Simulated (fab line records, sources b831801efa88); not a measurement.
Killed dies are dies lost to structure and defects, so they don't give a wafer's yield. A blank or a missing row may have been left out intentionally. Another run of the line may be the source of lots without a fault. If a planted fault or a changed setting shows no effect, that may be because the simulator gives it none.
Comparing a struck lot with a sound one | flow sky130 | 15 out of 708 route steps
Sound: these wafers, L901.1, L901.2, L901.6. The struck wafers were L906.1, L906.3, L906.5. Last of all comes the cause.
Each step with rows lists, per side, the tool, then ch with its chambers, then its first start. Under that, the readings that differ: sound wafers | struck wafers | difference of the means | sigmas: that difference in standard deviations of wafers without a fault.
alike: words and numbers the same on both sides, and readings whose means are apart by under 2 such deviations; not compared: readings that were withheld, readings missing a value for some wafer, numbers with overlapping values and no deviation given by the record, and bounds like >300 which may hide the same value.
Wherever a step has rows on one side only, a row that says differs or no value, or a row with sigmas, the two part there. Numbers that have no deviation but don't overlap get no sigmas and don't part them. A reading that every wafer of one side lacks parts them only if that side has two wafers or more.

SKY_GATE_OXIDE_OVL_MEAS_10:
  sound on overlay-01 at day 18 04:00; struck on overlay-02 at day 19 17:12
  alike: GATE_OXIDE_OVL
then, 2 steps without rows for these wafers: SKY_GATE_OXIDE_IMPLANT_11; SKY_GATE_OXIDE_WET_ETCH_12 (etches SiO2 in dHF, target depth 16.8 nm, time 336 s).
SKY_GATE_OXIDE_STRIP_13: strips in O2/N2.
  sound on plasma-asher-04 ch 0,1, day 18 04:18; struck on plasma-asher-03 ch 0,1, day 19 17:30
  reading                      | sound             | struck            | difference | sigmas
  strip-time-to-endpoint-s (s) | 13.99 14.02 14.03 | 14.08 14.09 14.13 | +0.09      | +2
  alike: drypump-motor-current-A, oes-product-au
  not compared: rf-hours-counter-h
SKY_GATE_OXIDE_TW_MEAS_14:
  sound on film-metro-04 at day 18 04:24; struck on film-metro-02 at day 19 17:36
  alike: GATE_OXIDE_TW
then, 3 steps without rows for these wafers: SKY_GATE_OXIDE_CLEAN_15 (cleans in SC1/SC2, time 150 s); SKY_GATE_OXIDE_OXIDATION_16 (stabilise 600 s, purge 300 s, target thk 3.57 nm); SKY_POLY_GATE_CVD_00 (deposits poly-Si, target thk 180 nm, time 720 s).
SKY_POLY_GATE_THK_MEAS_01:
  sound on film-metro-04 at day 18 07:52; struck on film-metro-04 at day 19 20:26
  alike: POLY_GATE_CVD_00_THK
then, 3 steps without rows for these wafers: SKY_RES_PROTECT_DEHYDRATE_00 (time 60 s); SKY_RES_PROTECT_HMDS_01 (prime time 60 s); SKY_RES_PROTECT_COAT_02 (resist thk 1140 nm).
SKY_RES_PROTECT_SOFTBAKE_03: time 60 s.
  sound on litho-track-02 ch 0, day 18 23:25; struck on litho-track-03 ch 0, day 20 12:46
  reading                  | sound             | struck            | difference | sigmas
  heater-power-total-W (W) | 56.56 56.63 56.66 | 59.15 59.17 59.16 | +2.54      | +58
  run-length-s (s)         | 89.38 89.09 89.04 | 82.55 82.21 82.37 | -6.79      | -31
  alike: chill-plate-temp-C, exhaust-pa
then, 2 steps without rows for these wafers: SKY_RES_PROTECT_EXPOSE_04 (exposes mask RPM, target cd 1270 nm); SKY_PAD_OPEN_PROBE_99.

WHERE THEY PART
At SKY_GATE_OXIDE_STRIP_13 first; at SKY_RES_PROTECT_SOFTBAKE_03 last (within this record only).

WHY: what had been put in by the simulator
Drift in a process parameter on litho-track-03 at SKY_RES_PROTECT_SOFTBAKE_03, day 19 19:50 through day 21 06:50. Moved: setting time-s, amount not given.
